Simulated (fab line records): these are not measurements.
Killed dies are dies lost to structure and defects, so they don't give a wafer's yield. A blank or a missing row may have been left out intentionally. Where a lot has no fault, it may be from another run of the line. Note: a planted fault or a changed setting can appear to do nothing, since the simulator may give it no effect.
Problem report in the 8D (eight disciplines) form, filled by code || flow sky130 || the parts of the form that need people (team, actions taken, sign-off) are left out

1. THE ISSUE
Wafers without a fault read 1489 W, standard deviation 5.5; rfFwdPowerW at SKY_VIA2_ETCH_15 reads a mean of 1724 W on 3 wafers belonging to 2 lots. Measured from the usual mean, that is +43 standard deviations.
The step: etches SiO2 in C4F8/O2/Ar, stops on TiN, target depth 546 nm, time 84 s.
The first sign was on wafer L574.1 at day 41 15:22, on rieDiel-03. Wafers with a number at this step in the record: 39, from 13 lots. Rule for "out" (also "out of limits"): further than 4 standard deviations from the usual mean. The other wafers with a number count as sound.

2. WHAT IT IS; WHAT IT IS NOT
{"question": "which readings at this step", "is": "rfFwdPowerW", "is not": "-"}
{"question": "which lots", "is": "L574, L579", "is not": "L562, L563, L565, L566, L567, L569, L570, L573, L575, L576, L584"}
{"question": "which wafers of those lots", "is": "L574.1, L574.6, L579.3", "is not": "L574.3, L579.4, L579.5"}
{"question": "read on which tools", "is": "rieDiel-03", "is not": "rieDiel-01, rieDiel-02"}
{"question": "when", "is": "from day 41 15:22", "is not": "up to then (28 sound wafers); but 8 sound wafers of L575, L579, L584 came after"}

3. SUSPECTS, AND WHAT RULES EACH OUT
Counting: if a tool at a process step up to the reading ran every lot that is out, it stays a suspect. Sound lots after the first of them don't rule it out here, since some wafers of a struck lot are sound.
- rieDiel-03 at SKY_VIA2_ETCH_15 (etches SiO2 in C4F8/O2/Ar, stops on TiN, target depth 546 nm, time 84 s): kept. It ran every lot that is out, first L574 (day 41 15:22); its last sound lot up to then is L576 (day 41 13:10). Its own readings are out on those wafers: rfFwdPowerW.
- Within rieDiel-03 at SKY_VIA2_ETCH_15: the wafers that are out ran in chamber 2; their sound lot-mates ran in chambers 0, 1, 3.
Remaining after the count: rieDiel-03 at SKY_VIA2_ETCH_15.

4. THE CAUSE (what the simulator had put in)
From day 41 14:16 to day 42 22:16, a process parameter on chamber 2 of rieDiel-03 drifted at SKY_VIA2_ETCH_15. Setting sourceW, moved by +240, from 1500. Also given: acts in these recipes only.
This tool alone remained once counting was done.

5. THE EFFECT CHAIN, in route order
Each row: a reading whose mean over the struck wafers that have a number lies more than 3 standard deviations from the usual. Only readings whose record carries a usual standard deviation are examined. hours: median over the lots of the time between each lot's start at the first step of this table that gives one and its start at this step. sigmas: the change, counted in usual standard deviations.
{"hours": 0, "step": "SKY_VIA2_ETCH_15", "reading": "rfFwdPowerW", "usual": "1489 W", "on struck wafers": 1724, "change": "+235", "sigmas": "+43"}
Its process steps:
- SKY_VIA2_ETCH_15: etches SiO2 in C4F8/O2/Ar, stops on TiN, target depth 546 nm, time 84 s.

6. HOW IT WOULD HAVE BEEN CAUGHT EARLIER
In this record the first reading out of limits was taken at day 41 15:22, 1 hour after the fault began at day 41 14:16.
